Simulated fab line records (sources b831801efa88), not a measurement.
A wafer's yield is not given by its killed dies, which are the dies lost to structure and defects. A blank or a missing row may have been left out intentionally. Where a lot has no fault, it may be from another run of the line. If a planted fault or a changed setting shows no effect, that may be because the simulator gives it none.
Struck lot and sound lot, side by side || flow sky130 || 14 steps out of a route of 708
Sound: these wafers, L385.2, L385.5, L385.6. The struck wafers were L388.2, L388.3, L388.6. Last of all comes the cause.
Order at every step that has rows: each side's tool, ch and its chambers, its first start. Under that, the readings that differ: sound wafers || struck wafers || difference of the means || sigmas: that difference in standard deviations of wafers without a fault.
alike: a reading whose means differ by less than 2 such deviations, as well as words and numbers matching on both sides. not compared: withheld readings; readings where some wafer has no value; bounds like >300 that might hide an equal value; numbers whose values overlap and for which the record gives no deviation.
Wherever a step has rows on one side only, a row that says differs or no value, or a row with sigmas, the two part there. Numbers that don't overlap but have no deviation are shown without sigmas and don't part them. A reading missing from all wafers of one side parts the sides only when that side holds two or more wafers.

first, 6 steps without rows for these wafers: SKY_LDD_N_IMPLANT_10; SKY_LDD_N_IMPLANT_11; SKY_LDD_N_IMPLANT_12; SKY_LDD_N_IMPLANT_13; SKY_LDD_N_IMPLANT_14; SKY_LDD_N_IMPLANT_15.
SKY_LDD_N_STRIP_16: strips in O2/N2.
  sound on plasmaAsher-01 ch 0,1, day 19 04:59; struck on plasmaAsher-03 ch 0,1, day 20 22:23
  alike: drypumpMotorCurrentA, oesProductAu, stripTimeToEndpointS
  not compared: rfHoursCounterH
SKY_LDD_N_TW_MEAS_17:
  sound on filmMetro-01, day 19 05:05; struck on filmMetro-02, day 20 22:30
{"reading": "LDD_N_TW", "sound": "2600 2589 2577", "struck": "2550 2550 2575", "difference": -30, "sigmas": -2}
then, 4 steps without rows for these wafers: SKY_LDD_P_DEHYDRATE_00 (time 60 s); SKY_LDD_P_HMDS_01 (prime time 60 s); SKY_LDD_P_COAT_02 (resist thk 1140 nm); SKY_LDD_P_SOFTBAKE_03 (time 60 s).
SKY_LDD_P_EXPOSE_04: exposes mask PSDM, target cd 380 nm.
  sound on ilineStepper-01 ch 0, day 19 20:38; struck on ilineStepper-02, day 21 13:44
  no value came back on the struck wafers for exposureDoseMJCm2, focusOffsetNm (nm); on the sound wafers exposureDoseMJCm2 reads 137.99 138.17 137.79
  alike: mask
after that, 1 step had no rows for these wafers: SKY_LDD_P_PEB_05.

== WHERE THEY PART ==
First at SKY_LDD_N_TW_MEAS_17; last, within this record, at SKY_LDD_P_EXPOSE_04.

WHY: what had been put in by the simulator
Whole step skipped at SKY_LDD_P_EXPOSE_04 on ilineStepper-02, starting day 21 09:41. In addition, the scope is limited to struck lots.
